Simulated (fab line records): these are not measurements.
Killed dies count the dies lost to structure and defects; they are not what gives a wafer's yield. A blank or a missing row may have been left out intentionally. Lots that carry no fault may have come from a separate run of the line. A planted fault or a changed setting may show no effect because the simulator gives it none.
fab line records -- flow sky130
[record] lots = 12, wafers = 36, last_day = 51
route steps=708 shown VIA3@594 METAL5@664 PAD_OPEN@707
lots that met no fault: from a run of the same line without faults
start_h: the number of hours between the record's first day and the start of the first shown wafer of the lot -- wait_h: hours elapsed since this lot's preceding step -- " repeats the value in the row above -- L1.1+2: a single row standing in for several wafers -- - no value present, or no start provided -- * or withheld: withheld -- < > ~ a bound
route shown NAME@n: NAME is a module with steps in the file, n the number in the route of the first one -- usual: the fault-free wafers' mean and standard deviation -- same: alike in all rows -- chamber/n: place in a boat -- sites: readings site by site -- _std_site: standard deviation across them -- _edge_site: the outer-site mean with the inner-site mean subtracted -- radius_mm: how far each site lies from the wafer's centre -- mask NAME#n: copy n -- behind: the tool/chamber that last shaped the wafer -- hold: what put the lot on hold/how long, in hours/how the hold closed -- device: the transistor (n, p or np) that didn't switch -- end of line: tests run on the same wafers once the route is complete -- a step with no rows: only its recipe -- killed: dies that structure and defects cost at the first sort, which is not the same as the wafer's yield -- map: a wafer's dies, marking killed ones x, the rest . and places with no die _
set.NAME: the setting as run; set.NAME@STEP: as run at that earlier step -- model.NAME: the simulator's own value behind a step, which no gauge read
one table for each step of the route and one row for each wafer, over a sample of lots
services: when a tool's chamber went out of use (start_h, in hours from the record's first day, below 0 if earlier), for how many hours, and the reason
[[steps]]
[step SKY_VIA3_CVD_21]
[recipe] material = W, target_thk_nm = 390, time_s = 117.31, temp_c = 400, pressure_torr = 40
[usual] heater_power_w = 891/72, susceptor_temp_C = 400.01/0.19
lot.wafer,tool,chamber,start_h,wait_h,heater_power_w,susceptor_temp_C
L978.2,cvd_w-01,0,962.62,0.0,901,399.70
L978.4,cvd_w-01,0,962.62,0.0,915,399.72
L978.5,cvd_w-01,0,962.62,0.0,921,399.79
L979.3,cvd_w-01,1,966.64,0.1,787,400.05
L979.5,cvd_w-01,0,966.64,0.1,897,400.12
L979.6,cvd_w-01,1,966.64,0.1,791,400.22
L980.1,cvd_w-01,1,969.86,0.0,792,399.75
L980.3,cvd_w-01,1,969.86,0.0,799,400.09
L980.5,cvd_w-01,0,969.86,0.0,906,400.08
L982.4,cvd_w-02,1,992.49,0.1,849,399.72
L982.5,cvd_w-02,1,992.49,0.1,869,400.03
L982.6,cvd_w-02,0,992.49,0.1,968,400.00
L983.2,cvd_w-02,0,993.77,0.0,979,400.12
L983.5,cvd_w-02,0,993.77,0.0,967,399.90
L983.6,cvd_w-02,1,993.77,0.0,875,400.25
L986.2,cvd_w-01,0,1018.55,0.0,921,400.03
L986.4,cvd_w-01,1,1018.55,0.0,791,400.17
L986.6,cvd_w-01,0,1018.55,0.0,918,399.87
L987.1,cvd_w-02,0,1020.27,0.0,987,400.04
L987.5,cvd_w-02,0,1020.27,0.0,959,399.76
L987.6,cvd_w-02,1,1020.27,0.0,879,400.27
L994.4,cvd_w-01,0,1064.14,0.1,926,399.41
L994.5,cvd_w-01,0,1064.14,0.1,915,399.66
L994.6,cvd_w-01,1,1064.14,0.1,775,399.85
L996.4,cvd_w-01,0,1072.86,0.1,907,400.10
L996.5,cvd_w-01,0,1072.86,0.1,919,400.23
L996.6,cvd_w-01,1,1072.86,0.1,790,400.15
L998.3,cvd_w-02,1,1087.33,0.1,872,399.99
L998.5,cvd_w-02,1,1087.33,0.1,874,400.18
L998.6,cvd_w-02,0,1087.33,0.1,993,399.85
L999.1,cvd_w-02,0,1102.41,0.0,1004,400.09
L999.4,cvd_w-02,0,1102.41,0.0,991,400.13
L999.5,cvd_w-02,1,1102.41,0.0,893,399.71
L101.2,cvd_w-02,0,1110.57,0.0,973,399.90
L101.5,cvd_w-02,1,1110.57,0.0,879,400.05
L101.6,cvd_w-02,0,1110.57,0.0,997,399.92
[step SKY_METAL5_SPUTTER_03]
[recipe] material = Ti, target_thk_nm = 5, power_w = 3000, time_s = 3.3, chamber_pressure_pa = 0.4
[usual] throttle_valve_pct = 29.9/0.89
lot.wafer,tool,chamber,start_h,wait_h,throttle_valve_pct
L978.2,pvd_sputter-01,-,1040.05,0.0,28.4
L978.4,pvd_sputter-01,-,1040.05,0.0,28.9
L978.5,pvd_sputter-01,-,1040.05,0.0,28.8
L979.3,pvd_sputter-02,-,1044.19,0.0,30.9
L979.5,pvd_sputter-02,-,1044.19,0.0,29.9
L979.6,pvd_sputter-02,-,1044.19,0.0,30.5
L980.1,pvd_sputter-04,-,1046.73,0.0,28.8
L980.3,pvd_sputter-04,-,1046.73,0.0,29.4
L980.5,pvd_sputter-04,-,1046.73,0.0,28.5
L982.4,pvd_sputter-04,-,1067.82,0.0,30.6
L982.5,pvd_sputter-04,-,1067.82,0.0,30.8
L982.6,pvd_sputter-04,-,1067.82,0.0,30.3
L983.2,pvd_sputter-01,-,1068.41,0.0,28.3
L983.5,pvd_sputter-01,-,1068.41,0.0,31.2
L983.6,pvd_sputter-01,-,1068.41,0.0,29.1
L986.2,pvd_sputter-04,-,1091.27,0.0,28.8
L986.4,pvd_sputter-04,-,1091.27,0.0,30.4
L986.6,pvd_sputter-04,-,1091.27,0.0,31.0
L987.1,pvd_sputter-02,-,1091.57,0.0,30.9
L987.5,pvd_sputter-02,-,1091.57,0.0,30.1
L987.6,pvd_sputter-02,-,1091.57,0.0,30.0
L994.4,pvd_sputter-04,-,1131.97,0.0,29.3
L994.5,pvd_sputter-04,-,1131.97,0.0,28.5
L994.6,pvd_sputter-04,-,1131.97,0.0,30.3
L996.4,pvd_sputter-02,-,1139.66,0.0,29.8
L996.5,pvd_sputter-02,-,1139.66,0.0,30.5
L996.6,pvd_sputter-02,-,1139.66,0.0,29.9
L998.3,pvd_sputter-01,-,1154.66,0.0,28.2
L998.5,pvd_sputter-01,-,1154.66,0.0,28.9
L998.6,pvd_sputter-01,-,1154.66,0.0,31.0
L999.1,pvd_sputter-01,-,1166.39,0.0,28.5
L999.4,pvd_sputter-01,-,1166.39,0.0,29.0
L999.5,pvd_sputter-01,-,1166.39,0.0,29.1
L101.2,pvd_sputter-04,-,1174.13,0.0,30.6
L101.5,pvd_sputter-04,-,1174.13,0.0,28.5
L101.6,pvd_sputter-04,-,1174.13,0.0,31.0
[step SKY_METAL5_THK_MEAS_06]
[recipe] thk_meas_gauge = xrf, reads = AlCu_of_METAL5_SPUTTER_02
[usual] METAL5_ALCU_THK = 1125/16
lot.wafer,tool,chamber,start_h,wait_h,METAL5_ALCU_THK[nm]
L978.2,film_metro-02,-,1040.25,0.1,1140
L978.4,film_metro-02,-,1040.25,0.1,1127
L978.5,film_metro-02,-,1040.25,0.1,1134
L979.3,film_metro-01,-,1044.40,0.1,1143
L979.5,film_metro-01,-,1044.40,0.1,1124
L979.6,film_metro-01,-,1044.40,0.1,1146
L980.1,film_metro-01,-,1046.92,0.1,1117
L980.3,film_metro-01,-,1046.92,0.1,1131
L980.5,film_metro-01,-,1046.92,0.1,1117
L982.4,film_metro-02,-,1068.04,0.1,1140
L982.5,film_metro-02,-,1068.04,0.1,1149
L982.6,film_metro-02,-,1068.04,0.1,1130
L983.2,film_metro-02,-,1068.61,0.1,1138
L983.5,film_metro-02,-,1068.61,0.1,1102
L983.6,film_metro-02,-,1068.61,0.1,1102
L986.2,film_metro-02,-,1091.47,0.1,1104
L986.4,film_metro-02,-,1091.47,0.1,1123
L986.6,film_metro-02,-,1091.47,0.1,1125
L987.1,film_metro-03,-,1091.76,0.1,1106
L987.5,film_metro-03,-,1091.76,0.1,1094
L987.6,film_metro-03,-,1091.76,0.1,1105
L994.4,film_metro-03,-,1132.18,0.1,1125
L994.5,film_metro-03,-,1132.18,0.1,1119
L994.6,film_metro-03,-,1132.18,0.1,1124
L996.4,film_metro-01,-,1139.88,0.1,1136
L996.5,film_metro-01,-,1139.88,0.1,1134
L996.6,film_metro-01,-,1139.88,0.1,1128
L998.3,film_metro-01,-,1154.87,0.1,1123
L998.5,film_metro-01,-,1154.87,0.1,1098
L998.6,film_metro-01,-,1154.87,0.1,1110
L999.1,film_metro-02,-,1166.57,0.1,1127
L999.4,film_metro-02,-,1166.57,0.1,1116
L999.5,film_metro-02,-,1166.57,0.1,1121
L101.2,film_metro-03,-,1174.33,0.1,1126
L101.5,film_metro-03,-,1174.33,0.1,1111
L101.6,film_metro-03,-,1174.33,0.1,1130
[step SKY_PAD_OPEN_BOW_MEAS_13]
[recipe] mode = bow
[usual] PAD_OPEN_BOW = 49/8
lot.wafer,tool,chamber,start_h,wait_h,PAD_OPEN_BOW[um]
L978.2,film_metro-04,-,1109.90,-,53
L978.4,film_metro-04,-,1109.90,-,45
L978.5,film_metro-04,-,1109.90,-,64
L979.3,film_metro-03,-,1112.79,-,48
L979.5,film_metro-03,-,1112.79,-,52
L979.6,film_metro-03,-,1112.79,-,47
L980.1,film_metro-04,-,1115.07,-,55
L980.3,film_metro-04,-,1115.07,-,58
L980.5,film_metro-04,-,1115.07,-,49
L982.4,film_metro-01,-,1134.15,-,39
L982.5,film_metro-01,-,1134.15,-,40
L982.6,film_metro-01,-,1134.15,-,48
L983.2,film_metro-03,-,1134.43,-,50
L983.5,film_metro-03,-,1134.43,-,41
L983.6,film_metro-03,-,1134.43,-,44
L986.2,film_metro-03,-,1155.83,-,53
L986.4,film_metro-03,-,1155.83,-,44
L986.6,film_metro-03,-,1155.83,-,40
L987.1,film_metro-03,-,1156.31,-,43
L987.5,film_metro-03,-,1156.31,-,42
L987.6,film_metro-03,-,1156.31,-,35
L994.4,film_metro-03,-,1192.87,-,43
L994.5,film_metro-03,-,1192.87,-,44
L994.6,film_metro-03,-,1192.87,-,40
L996.4,film_metro-01,-,1198.91,-,49
L996.5,film_metro-01,-,1198.91,-,68
L996.6,film_metro-01,-,1198.91,-,56
L998.3,film_metro-01,-,1210.75,-,51
L998.5,film_metro-01,-,1210.75,-,52
L998.6,film_metro-01,-,1210.75,-,49
L999.1,film_metro-03,-,1219.90,-,49
L999.4,film_metro-03,-,1219.90,-,55
L999.5,film_metro-03,-,1219.90,-,51
L101.2,film_metro-04,-,1226.17,-,56
L101.5,film_metro-04,-,1226.17,-,57
L101.6,film_metro-04,-,1226.17,-,63
[step SKY_PAD_OPEN_PROBE_99]
[usual] defect_limited_yield = 82.8/2, killed_at_M0_to_M3 = 43/6.8, killed_at_M4_up = 3.3/1.9, killed_at_contacts = 24/5.3, killed_at_front_end = 14/4.3, killed_at_other = 0.3/0.62, killed_dies = 85/9.8, killed_open = 46/8, killed_short = 39/5.9, sort_bin_3_pad_short = 0.8/0.39, sort_bin_5_function = 10.2/1.5, sort_bin_6_memory = 6.2/1.2, sort_n_pass = 407/9.8, sort_yield_pct = 82.8/2
[same] gross_dies = 492, killed_at_back_side = 0, sort_bin_4_leakage[%] = 0, sort_bin_8_speed[%] = 0
lot.wafer,tool,chamber,start_h,wait_h,hold,defect_limited_yield[%],killed_at_M0_to_M3,killed_at_M4_up,killed_at_contacts,killed_at_front_end,killed_at_other,killed_dies,killed_open,killed_short,sort_bin_3_pad_short[%],sort_bin_5_function[%],sort_bin_6_memory[%],sort_n_pass,sort_yield_pct[%]
L978.2,prober-01,-,1110.05,0.1,-,79.5,46,4,31,20,0,101,69,32,1.0,10.8,8.7,391,79.5
L978.4,prober-01,-,1110.15,0.2,-,83.3,33,3,28,18,0,82,47,35,0.8,9.8,6.1,410,83.3
L978.5,prober-01,-,1110.20,0.2,-,77.6,54,1,28,27,0,110,67,43,0.8,14.6,6.9,382,77.6
L979.3,prober-02,-,1112.97,0.2,-,81.7,49,3,27,10,1,90,54,36,1.0,9.8,7.5,402,81.7
L979.5,prober-02,-,1113.07,0.2,-,80.3,47,6,29,15,0,97,60,37,0.8,10.8,8.1,395,80.3
L979.6,prober-02,-,1113.12,0.2,-,84.8,39,4,25,7,0,75,36,39,0.8,7.9,6.5,417,84.8
L980.1,prober-01,-,1115.19,0.1,-,84.6,31,8,25,11,1,76,45,31,0.4,10.4,4.7,416,84.6
L980.3,prober-01,-,1115.29,0.2,-,86.4,33,4,19,10,1,67,29,38,1.0,8.1,4.5,425,86.4
L980.5,prober-01,-,1115.39,0.2,-,82.1,53,2,21,12,0,88,43,45,1.0,10.2,6.7,404,82.1
L982.4,prober-01,-,1134.36,0.2,-,83.3,43,3,23,12,1,82,45,37,1.4,9.6,5.7,410,83.3
L982.5,prober-01,-,1134.41,0.2,-,80.9,45,5,37,7,0,94,43,51,0.8,13.2,5.1,398,80.9
L982.6,prober-01,-,1134.46,0.2,-,84.3,34,1,25,17,0,77,41,36,0.2,9.8,5.7,415,84.3
L983.2,prober-02,-,1134.58,0.1,-,82.7,44,7,22,12,0,85,36,49,0.8,11.2,5.3,407,82.7
L983.5,prober-02,-,1134.73,0.2,-,84.8,36,0,27,10,2,75,43,32,0.2,9.6,5.5,417,84.8
L983.6,prober-02,-,1134.78,0.2,-,81.1,55,3,24,11,0,93,62,31,1.0,11.2,6.7,399,81.1
L986.2,prober-01,-,1155.98,0.1,-,83.3,48,1,14,19,0,82,50,32,1.0,9.1,6.5,410,83.3
L986.4,prober-01,-,1156.08,0.2,-,86.8,30,2,22,11,0,65,30,35,1.4,8.1,3.7,427,86.8
L986.6,prober-01,-,1156.18,0.2,-,79.5,45,5,34,17,0,101,56,45,1.0,12.2,7.3,391,79.5
L987.1,prober-02,-,1156.43,0.1,-,78.7,50,1,35,18,1,105,59,46,1.0,13.0,7.3,387,78.7
L987.5,prober-02,-,1156.63,0.2,-,81.5,47,1,26,17,0,91,41,50,0.4,10.8,7.3,401,81.5
L987.6,prober-02,-,1156.68,0.2,-,82.7,36,1,23,25,0,85,44,41,1.0,9.1,7.1,407,82.7
L994.4,prober-01,-,1193.08,0.2,await_dispo/2.7h/release,82.9,42,0,30,12,0,84,42,42,0.6,10.8,5.7,408,82.9
L994.5,prober-01,-,1193.13,0.2,await_dispo/2.7h/release,84.3,41,2,19,15,0,77,50,27,0.2,9.8,5.7,415,84.3
L994.6,prober-01,-,1193.18,0.2,await_dispo/2.7h/release,75.0,71,4,31,17,0,123,44,34,1.6,16.3,7.1,369,75.0
L996.4,prober-01,-,1199.12,0.2,await_dispo/3.6h/release,83.3,40,5,24,13,0,82,43,39,1.4,9.1,6.1,410,83.3
L996.5,prober-01,-,1199.17,0.2,await_dispo/3.6h/release,82.5,41,3,30,12,0,86,49,37,0.8,10.4,6.3,406,82.5
L996.6,prober-01,-,1199.22,0.2,await_dispo/3.6h/release,72.2,95,3,24,13,2,137,39,46,2.0,17.7,8.1,355,72.2
L998.3,prober-01,-,1210.93,0.2,-,83.1,44,2,26,10,1,83,46,37,0.4,10.0,6.5,409,83.1
L998.5,prober-01,-,1211.03,0.2,-,84.1,42,6,13,16,1,78,40,38,1.0,7.7,7.1,414,84.1
L998.6,prober-01,-,1211.08,0.2,-,81.5,54,3,24,10,0,91,51,40,1.4,11.4,5.7,401,81.5
L999.1,prober-02,-,1220.02,0.1,-,85.2,44,3,20,6,0,73,39,34,0.6,9.8,4.5,419,85.2
L999.4,prober-02,-,1220.17,0.2,-,83.9,46,4,18,11,0,79,42,37,0.8,8.7,6.5,413,83.9
L999.5,prober-02,-,1220.22,0.2,-,82.3,52,3,17,15,0,87,44,43,1.0,10.6,6.1,405,82.3
L101.2,prober-02,-,1226.32,0.1,-,84.3,39,4,22,12,0,77,38,39,0.4,8.5,6.7,415,84.3
L101.5,prober-02,-,1226.47,0.2,-,79.1,49,4,21,28,1,103,59,44,1.6,11.2,8.1,389,79.1
L101.6,prober-02,-,1226.52,0.2,-,82.3,40,5,27,15,0,87,53,34,0,11.8,5.9,405,82.3
// killed by level:class
L978.2 CONTACT:geometric_particle:open=15 VIA1:geometric_particle:open=12 LI_CONTACT:geometric_particle:open=10 VIA2:geometric_particle:open=8 FIELD_ISO:geometric_particle:open=6 VIA1:geometric_particle:short=5 VIA2:geometric_particle:short=5 VIA3:geometric_particle:open=4
L978.4 VIA1:geometric_particle:open=8 LI_CONTACT:geometric_particle:open=8 CONTACT:geometric_particle:open=8 FIELD_ISO:geometric_particle:open=7 METAL1:geometric_particle:short=7 CONTACT:geometric_particle:short=6 VIA2:geometric_particle:open=5 FIELD_ISO:geometric_particle:short=4
L978.5 VIA1:geometric_particle:open=16 VIA3:geometric_particle:open=10 FIELD_ISO:geometric_particle:open=8 VIA2:geometric_particle:open=8 LI_CONTACT:geometric_particle:open=7 CONTACT:geometric_particle:open=7 LOCAL_INTERCONNECT:geometric_particle:short=6 POLY_GATE:geometric_particle:short=6
L979.3 CONTACT:geometric_particle:open=11 VIA2:geometric_particle:open=10 VIA1:geometric_particle:open=9 LI_CONTACT:geometric_particle:open=7 CONTACT:geometric_particle:short=7 VIA3:geometric_particle:open=6 VIA1:geometric_particle:short=5 METAL1:geometric_particle:short=4
L979.5 VIA1:geometric_particle:open=12 CONTACT:geometric_particle:open=9 VIA2:geometric_particle:open=9 LI_CONTACT:geometric_particle:open=7 LOCAL_INTERCONNECT:geometric_particle:short=6 POLY_GATE:geometric_particle:open=5 METAL1:geometric_particle:short=5 VIA1:geometric_particle:short=5
L979.6 CONTACT:geometric_particle:open=9 VIA1:geometric_particle:short=7 VIA3:geometric_particle:open=6 VIA2:geometric_particle:open=6 CONTACT:geometric_particle:short=5 METAL2:geometric_particle:short=5 VIA1:geometric_particle:open=5 LI_CONTACT:geometric_particle:open=3
L980.1 VIA1:geometric_particle:open=8 CONTACT:geometric_particle:open=8 POLY_GATE:geometric_particle:open=6 VIA2:geometric_particle:open=5 LI_CONTACT:geometric_particle:open=5 METAL4:geometric_particle:short=5 CONTACT:geometric_particle:short=4 LOCAL_INTERCONNECT:geometric_particle:short=4
L980.3 VIA2:geometric_particle:open=7 CONTACT:geometric_particle:open=6 LI_CONTACT:geometric_particle:open=5 CONTACT:geometric_particle:short=5 VIA1:geometric_particle:open=5 VIA1:geometric_particle:short=5 METAL1:geometric_particle:short=4 VIA2:geometric_particle:short=4
L980.5 VIA1:geometric_particle:open=12 CONTACT:geometric_particle:open=7 METAL1:geometric_particle:short=7 VIA1:geometric_particle:short=6 VIA3:geometric_particle:open=6 METAL1:geometric_particle:open=5 METAL2:geometric_particle:short=5 FIELD_ISO:geometric_particle:short=4
L982.4 CONTACT:geometric_particle:open=10 VIA1:geometric_particle:open=9 LI_CONTACT:geometric_particle:open=8 METAL2:geometric_particle:short=7 VIA1:geometric_particle:short=5 METAL1:geometric_particle:short=4 METAL3:geometric_particle:short=4 VIA3:geometric_particle:open=4
L982.5 VIA1:geometric_particle:open=12 LOCAL_INTERCONNECT:geometric_particle:short=8 LI_CONTACT:geometric_particle:open=8 CONTACT:geometric_particle:short=8 VIA1:geometric_particle:short=7 CONTACT:geometric_particle:open=7 VIA2:geometric_particle:open=7 LI_CONTACT:geometric_particle:short=5
L982.6 VIA1:geometric_particle:open=9 VIA2:geometric_particle:open=9 LI_CONTACT:geometric_particle:open=8 CONTACT:geometric_particle:open=6 CONTACT:geometric_particle:short=6 FIELD_ISO:geometric_particle:short=5 VIA1:geometric_particle:short=5 METAL2:geometric_particle:short=5
L983.2 METAL1:geometric_particle:short=11 VIA1:geometric_particle:open=7 METAL4:geometric_particle:short=6 LI_CONTACT:geometric_particle:open=5 LOCAL_INTERCONNECT:geometric_particle:short=5 CONTACT:geometric_particle:open=5 LI_CONTACT:geometric_particle:short=4 VIA1:geometric_particle:short=4
L983.5 CONTACT:geometric_particle:open=9 LI_CONTACT:geometric_particle:open=8 VIA1:geometric_particle:open=7 METAL2:geometric_particle:short=5 VIA3:geometric_particle:open=5 VIA2:geometric_particle:open=5 FIELD_ISO:geometric_particle:short=4 CONTACT:geometric_particle:short=4
L983.6 VIA3:geometric_particle:open=14 VIA1:geometric_particle:open=11 LI_CONTACT:geometric_particle:open=10 VIA2:geometric_particle:open=10 CONTACT:geometric_particle:open=9 METAL2:geometric_particle:short=6 VIA3:geometric_particle:short=5 POLY_GATE:geometric_particle:open=4
L986.2 VIA1:geometric_particle:open=14 VIA3:geometric_particle:open=10 VIA2:geometric_particle:open=7 FIELD_ISO:geometric_particle:short=6 LOCAL_INTERCONNECT:geometric_particle:short=6 METAL2:geometric_particle:short=6 FIELD_ISO:geometric_particle:open=4 VIA1:geometric_particle:short=4
L986.4 CONTACT:geometric_particle:open=7 VIA1:geometric_particle:open=7 FIELD_ISO:geometric_particle:short=5 VIA2:geometric_particle:short=4 CONTACT:geometric_particle:short=4 LI_CONTACT:geometric_particle:short=4 LOCAL_INTERCONNECT:geometric_particle:short=4 VIA1:geometric_particle:short=4
L986.6 CONTACT:geometric_particle:open=11 VIA1:geometric_particle:open=10 LI_CONTACT:geometric_particle:open=9 METAL2:geometric_particle:short=9 VIA3:geometric_particle:open=8 FIELD_ISO:geometric_particle:short=7 FIELD_ISO:geometric_particle:open=6 VIA1:geometric_particle:short=6
L987.1 CONTACT:geometric_particle:open=14 VIA1:geometric_particle:short=9 VIA2:geometric_particle:open=9 VIA1:geometric_particle:open=8 LI_CONTACT:geometric_particle:open=7 FIELD_ISO:geometric_particle:open=5 METAL1:geometric_particle:short=5 CONTACT:geometric_particle:short=5
L987.5 CONTACT:geometric_particle:open=11 POLY_GATE:geometric_particle:short=8 METAL1:geometric_particle:short=8 VIA1:geometric_particle:short=7 LI_CONTACT:geometric_particle:open=6 VIA2:geometric_particle:short=5 VIA2:geometric_particle:open=5 VIA3:geometric_particle:short=5
L987.6 VIA1:geometric_particle:open=10 CONTACT:geometric_particle:open=9 POLY_GATE:geometric_particle:open=7 CONTACT:geometric_particle:short=7 POLY_GATE:geometric_particle:short=6 METAL2:geometric_particle:short=5 METAL1:geometric_particle:short=5 VIA2:geometric_particle:open=5
L994.4 CONTACT:geometric_particle:open=11 VIA1:geometric_particle:open=11 LOCAL_INTERCONNECT:geometric_particle:short=8 METAL1:geometric_particle:short=6 LI_CONTACT:geometric_particle:open=5 CONTACT:geometric_particle:short=5 VIA1:geometric_particle:short=5 METAL2:geometric_particle:short=5
L994.5 VIA1:geometric_particle:open=12 LI_CONTACT:geometric_particle:open=8 VIA2:geometric_particle:open=7 CONTACT:geometric_particle:open=6 FIELD_ISO:geometric_particle:open=4 FIELD_ISO:geometric_particle:short=4 VIA1:geometric_particle:short=4 VIA3:geometric_particle:short=4
L994.6 VIA3:unspecified=45 LI_CONTACT:geometric_particle:open=10 CONTACT:geometric_particle:open=8 VIA1:geometric_particle:open=7 CONTACT:geometric_particle:short=5 POLY_GATE:geometric_particle:open=4 SPACER:geometric_particle:short=4 LOCAL_INTERCONNECT:geometric_particle:short=4
L996.4 VIA1:geometric_particle:open=10 CONTACT:geometric_particle:open=8 LOCAL_INTERCONNECT:geometric_particle:short=7 LI_CONTACT:geometric_particle:open=5 METAL2:geometric_particle:short=5 VIA2:geometric_particle:open=5 VIA3:geometric_particle:open=5 METAL4:geometric_particle:short=5
L996.5 CONTACT:geometric_particle:open=12 LI_CONTACT:geometric_particle:open=9 VIA1:geometric_particle:open=8 METAL1:geometric_particle:short=7 METAL2:geometric_particle:short=6 POLY_GATE:geometric_particle:short=5 VIA3:geometric_particle:open=5 FIELD_ISO:geometric_particle:open=4
L996.6 VIA3:unspecified=52 CONTACT:geometric_particle:open=9 VIA1:geometric_particle:open=8 FIELD_ISO:geometric_particle:short=7 LI_CONTACT:geometric_particle:open=7 METAL1:geometric_particle:short=6 METAL2:geometric_particle:short=6 VIA3:geometric_particle:open=5
L998.3 VIA1:geometric_particle:open=12 CONTACT:geometric_particle:open=11 VIA2:geometric_particle:open=9 LI_CONTACT:geometric_particle:open=6 CONTACT:geometric_particle:short=5 METAL2:geometric_particle:short=5 VIA3:geometric_particle:short=5 FIELD_ISO:geometric_particle:short=4
L998.5 VIA1:geometric_particle:open=12 VIA1:geometric_particle:short=8 FIELD_ISO:geometric_particle:open=6 VIA3:geometric_particle:open=6 METAL2:geometric_particle:short=5 METAL4:geometric_particle:short=5 FIELD_ISO:geometric_particle:short=4 VIA2:geometric_particle:open=4
L998.6 VIA1:geometric_particle:open=14 VIA2:geometric_particle:open=10 CONTACT:geometric_particle:open=7 LI_CONTACT:geometric_particle:short=7 METAL2:geometric_particle:short=5 VIA3:geometric_particle:open=5 LI_CONTACT:geometric_particle:open=4 METAL1:geometric_particle:short=4
L999.1 VIA2:geometric_particle:open=8 VIA1:geometric_particle:open=7 METAL2:geometric_particle:short=7 CONTACT:geometric_particle:open=6 LI_CONTACT:geometric_particle:open=5 VIA3:geometric_particle:open=5 LOCAL_INTERCONNECT:geometric_particle:short=4 METAL1:geometric_particle:short=4
L999.4 VIA1:geometric_particle:open=9 CONTACT:geometric_particle:open=7 METAL1:geometric_particle:short=7 METAL2:geometric_particle:short=7 LI_CONTACT:geometric_particle:open=5 VIA2:geometric_particle:open=5 VIA3:geometric_particle:open=5 FIELD_ISO:geometric_particle:open=4
L999.5 VIA1:geometric_particle:open=16 VIA3:geometric_particle:open=7 METAL3:geometric_particle:short=5 FIELD_ISO:geometric_particle:short=4 LOCAL_INTERCONNECT:geometric_particle:short=4 CONTACT:geometric_particle:short=4 METAL2:geometric_particle:short=4 VIA2:geometric_particle:short=4
L101.2 CONTACT:geometric_particle:open=8 METAL1:geometric_particle:short=7 LI_CONTACT:geometric_particle:open=6 VIA1:geometric_particle:open=6 VIA3:geometric_particle:open=5 METAL2:geometric_particle:short=5 CONTACT:geometric_particle:short=4 VIA2:geometric_particle:open=4
L101.5 VIA1:geometric_particle:open=10 VIA3:geometric_particle:open=9 VIA2:geometric_particle:open=9 FIELD_ISO:geometric_particle:open=7 CONTACT:geometric_particle:open=7 LI_CONTACT:geometric_particle:open=6 METAL3:geometric_particle:short=6 FIELD_ISO:geometric_particle:short=4
L101.6 CONTACT:geometric_particle:open=14 LI_CONTACT:geometric_particle:open=7 VIA2:geometric_particle:open=7 FIELD_ISO:geometric_particle:short=6 VIA1:geometric_particle:open=6 METAL2:geometric_particle:short=6 FIELD_ISO:geometric_particle:open=5 METAL1:geometric_particle:short=5
[[services]]
tool,chamber,start_h,hours,kind
pvd_sputter-01,-,999.56,1.9,repair
pvd_sputter-04,3,1021.22,-,consumable_replace:kit
pvd_sputter-04,3,1021.22,18.0,scheduled_down
pvd_sputter-04,3,1021.22,18.0,vent_cycle
cvd_w-02,-,1053.51,3.1,repair
pvd_sputter-02,2,1088.57,-,consumable_replace:kit
pvd_sputter-02,2,1088.57,18.0,scheduled_down
pvd_sputter-02,2,1088.57,18.0,vent_cycle
pvd_sputter-01,2,1109.85,-,consumable_replace:kit
pvd_sputter-01,2,1109.85,18.0,scheduled_down
pvd_sputter-01,2,1109.85,18.0,vent_cycle
pvd_sputter-04,2,1126.75,-,consumable_replace:kit
pvd_sputter-04,2,1126.75,18.0,scheduled_down
pvd_sputter-04,2,1126.75,18.0,vent_cycle
pvd_sputter-01,-,1130.78,1.9,repair
cvd_w-02,-,1153.27,0.7,repair
pvd_sputter-02,1,1173.22,-,consumable_replace:kit
pvd_sputter-02,1,1173.22,18.0,scheduled_down
pvd_sputter-02,1,1173.22,18.0,vent_cycle
[[key]]
[first_sign] step = SKY_PAD_OPEN_PROBE_99, reading = killed_at_M0_to_M3, direction = up, sigmas = 5.9, usual = 43, struck = 83
[effect] step = SKY_PAD_OPEN_PROBE_99, reading = killed_dies, direction = up, sigmas = 4.6, usual = 85, struck = 130
met_at SKY_VIA3_CVD_21
struck_lots L994,L996
struck_wafers L994.6,L996.6
not_acting_at SKY_METAL5_SPUTTER_03,SKY_METAL5_THK_MEAS_06,SKY_PAD_OPEN_BOW_MEAS_13
onset_between 1018.55 1064.14
[fault] kind = chamber_particle_source, tool = cvd_w-01, chamber = 1, onset_h = 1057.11, steps = SKY_VIA3_CVD_21, rate_per_visit_cm2 = 0.5862, end_h = 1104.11
